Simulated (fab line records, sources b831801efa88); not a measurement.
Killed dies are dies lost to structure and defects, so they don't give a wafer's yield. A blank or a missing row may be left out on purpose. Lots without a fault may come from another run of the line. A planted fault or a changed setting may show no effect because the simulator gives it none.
Which tool did it? | flow sky130 | 12 lots, 36 wafers sampled, at 5 steps of a route of 708

WHAT THE GAUGES READ, wafer by wafer
The record holds no reading of a measuring or inspecting step that can be judged against a usual standard deviation.

WHICH TOOL RAN EACH LOT (tool, then ch and the chambers of the sampled wafers, then the start)
lot  | SKY_METAL3_METAL_ETCH_18          | SKY_VIA3_CVD_21               | SKY_VIA4_ETCH_12                   | SKY_METAL5_DESCUM_14              | SKY_PAD_OPEN_PROBE_99
L501 | rie_metal-02 ch 1, day 39 05:40   | cvd_w-02 ch 0,1, day 40 08:25 | rie_diel-02 ch 1,2,3, day 43 10:10 | rie_metal-04 ch 0,1, day 44 09:46 | -
L502 | rie_metal-03 ch 1, day 39 06:09   | cvd_w-01 ch 0,1, day 40 09:01 | rie_diel-01 ch 2,3, day 43 11:04   | rie_metal-03 ch 0,1, day 44 10:55 | -
L503 | rie_metal-02 ch 0, day 40 04:20   | cvd_w-01 ch 0,1, day 41 06:29 | rie_diel-01 ch 0,3, day 44 04:52   | rie_metal-01 ch 0,1, day 45 03:34 | -
L504 | rie_metal-02 ch 0,1, day 40 05:41 | cvd_w-01 ch 0,1, day 41 08:20 | rie_diel-03 ch 0,2, day 44 06:52   | rie_metal-01 ch 0,1, day 45 05:47 | -
L506 | rie_metal-03 ch 0,1, day 40 14:40 | cvd_w-01 ch 0,1, day 41 16:29 | rie_diel-03 ch 0,1,3, day 44 15:25 | rie_metal-01 ch 0,1, day 45 12:34 | -
L510 | rie_metal-01 ch 0,1, day 41 03:38 | cvd_w-01 ch 0,1, day 42 06:09 | rie_diel-02 ch 0,1,3, day 45 02:37 | rie_metal-03 ch 0,1, day 46 01:08 | prober-01, day 47 22:03
L512 | rie_metal-03 ch 0,1, day 42 03:44 | cvd_w-01 ch 0,1, day 43 04:56 | rie_diel-03 ch 2,3, day 46 00:13   | rie_metal-01 ch 0,1, day 46 22:31 | prober-02, day 48 16:20
L514 | rie_metal-03 ch 0,1, day 42 05:50 | cvd_w-02 ch 0,1, day 43 07:08 | rie_diel-03 ch 0,1,2, day 46 03:19 | rie_metal-03 ch 0,1, day 47 01:16 | prober-01, day 48 19:35
L516 | rie_metal-03 ch 0,1, day 43 16:43 | cvd_w-02 ch 0,1, day 44 17:17 | rie_diel-02 ch 0,1,3, day 47 11:37 | rie_metal-04 ch 0,1, day 48 08:13 | prober-01, day 49 23:08
L518 | rie_metal-02 ch 0,1, day 43 17:01 | cvd_w-02 ch 0,1, day 44 18:01 | rie_diel-02 ch 1,2,3, day 47 12:37 | rie_metal-04 ch 0,1, day 48 09:17 | -
L517 | rie_metal-01 ch 0,1, day 43 17:11 | cvd_w-02 ch 0,1, day 44 18:16 | rie_diel-03 ch 0,3, day 47 12:55   | rie_metal-03 ch 0,1, day 48 09:19 | -
L520 | rie_metal-01 ch 0,1, day 44 01:59 | cvd_w-02 ch 0, day 45 02:20   | rie_diel-02 ch 2,3, day 47 21:01   | rie_metal-03 ch 0, day 48 16:46   | -
- SKY_METAL3_METAL_ETCH_18: etches the open film in Cl2/BCl3, stops on SiO2, target depth 845 nm, time 183.1 s.
- SKY_VIA3_CVD_21: deposits W, target thk 390 nm, time 117.31 s.
- SKY_VIA4_ETCH_12: etches SiO2 in C4F8/O2/Ar, stops on TiN, target depth 580 nm.
- SKY_METAL5_DESCUM_14: chemistry O2, time 11 s.
- SKY_PAD_OPEN_PROBE_99

WHAT THE TOOLS THEMSELVES READ (means of the sampled wafers that have a number; where no wafer has one, the mark that the record gives instead)
SKY_METAL3_METAL_ETCH_18.
lot  | tool         | drypump_motor_current_A (A) | mfc_cl2_sccm (sccm) | oes_product_au (a.u.) | throttle_valve_pct (%)
L501 | rie_metal-02 | 6.0                         | 60.08               | 0.865                 | 22.256
L502 | rie_metal-03 | 5.9                         | 59.93               | 0.864                 | 22.263
L503 | rie_metal-02 | 4.8                         | 59.69               | 0.870                 | 22.265
L504 | rie_metal-02 | 5.1                         | 59.95               | 0.870                 | 22.256
L506 | rie_metal-03 | 6.2                         | 60.12               | 0.867                 | 22.265
L510 | rie_metal-01 | 4.9                         | 59.94               | 0.864                 | 22.260
L512 | rie_metal-03 | 6.1                         | 60.11               | 0.863                 | 22.257
L514 | rie_metal-03 | 6.3                         | 60.08               | 0.868                 | 22.264
L516 | rie_metal-03 | 6.3                         | 60.07               | 0.873                 | 22.257
L518 | rie_metal-02 | 5.5                         | 59.92               | 0.865                 | 22.270
L517 | rie_metal-01 | 5.0                         | 60.15               | 0.868                 | 22.272
L520 | rie_metal-01 | 5.0                         | 59.89               | 0.863                 | 22.273

SKY_VIA3_CVD_21.
lot  | tool     | heater_power_w (W)
L501 | cvd_w-02 | 1047
L502 | cvd_w-01 | 815
L503 | cvd_w-01 | 814
L504 | cvd_w-01 | 831
L506 | cvd_w-01 | 821
L510 | cvd_w-01 | 820
L512 | cvd_w-01 | 813
L514 | cvd_w-02 | 1046
L516 | cvd_w-02 | 983
L518 | cvd_w-02 | 989
L517 | cvd_w-02 | 1040
L520 | cvd_w-02 | 1113

SKY_VIA4_ETCH_12.
lot  | tool        | oes_product_au (a.u.)
L501 | rie_diel-02 | 0.930
L502 | rie_diel-01 | 0.928
L503 | rie_diel-01 | 0.924
L504 | rie_diel-03 | 0.925
L506 | rie_diel-03 | 0.925
L510 | rie_diel-02 | 0.930
L512 | rie_diel-03 | 0.923
L514 | rie_diel-03 | 0.922
L516 | rie_diel-02 | 0.923
L518 | rie_diel-02 | 0.924
L517 | rie_diel-03 | 0.925
L520 | rie_diel-02 | 0.925

SKY_METAL5_DESCUM_14.
lot  | tool         | drypump_motor_current_A (A) | oes_product_au (a.u.)
L501 | rie_metal-04 | 5.6                         | 1.016
L502 | rie_metal-03 | 6.3                         | 0.994
L503 | rie_metal-01 | 5.0                         | 0.995
L504 | rie_metal-01 | 5.0                         | 0.991
L506 | rie_metal-01 | 5.0                         | 0.989
L510 | rie_metal-03 | 6.1                         | 1.003
L512 | rie_metal-01 | 4.9                         | 1.004
L514 | rie_metal-03 | 6.2                         | 0.998
L516 | rie_metal-04 | 5.5                         | 1.008
L518 | rie_metal-04 | 5.6                         | 1.019
L517 | rie_metal-03 | 6.2                         | 1.004
L520 | rie_metal-03 | 6.5                         | 0.985

SKY_PAD_OPEN_PROBE_99.
lot  | tool      | defect_limited_yield (%) | killed_at_M0_to_M3 | killed_at_M4_up | killed_at_contacts | killed_at_front_end | killed_at_other | killed_dies | killed_open | killed_short | sort_bin_3_pad_short (%) | sort_bin_5_function (%) | sort_bin_6_memory (%) | sort_n_pass | sort_yield_pct (%)
L510 | prober-01 | 82.7                     | 39                 | 3.7             | 28                 | 14                  | 0.3             | 85          | 44          | 41           | 1.0                      | 9.8                     | 6.5                   | 407         | 82.7
L512 | prober-02 | 83.9                     | 41                 | 4.0             | 19                 | 15                  | 0.7             | 79          | 40          | 38           | 0.8                      | 9.0                     | 6.2                   | 413         | 83.9
L514 | prober-01 | 75.1                     | 80                 | 3.3             | 26                 | 13                  | 0.0             | 123         | 41          | 40           | 2.2                      | 16.1                    | 6.6                   | 369         | 75.1
L516 | prober-01 | 73.4                     | 88                 | 4.0             | 25                 | 14                  | 0.0             | 131         | 47          | 39           | 2.1                      | 17.4                    | 7.0                   | 361         | 73.4

THE ANSWER, worked out from the rows above alone
Rule: what is usual is taken from the lots themselves. Put in order of their means at a reading, lots are off if they are a third of the lots or fewer, leave a main group of 4 or more, and stand apart from it by a gap of 3 or more times the standard deviation of the main group's means; of several such gaps the widest counts. A main group whose means are all the same, to the digits that the tables above print for the reading, isn't used. A lot without any number at a reading at which 4 lots or more have one is off too. The other lots that the step has rows for count as sound. The gauges are gone through in route order, then the tools' own readings, and for those a lot's mean is taken as printed above. The first step at which some lot is off is used, and at that step the reading that is off furthest; a lot without a number counts as furthest.
No lot is off at any reading shown: from this, nothing can be told.

WHAT THE SIMULATOR HAD PUT IN
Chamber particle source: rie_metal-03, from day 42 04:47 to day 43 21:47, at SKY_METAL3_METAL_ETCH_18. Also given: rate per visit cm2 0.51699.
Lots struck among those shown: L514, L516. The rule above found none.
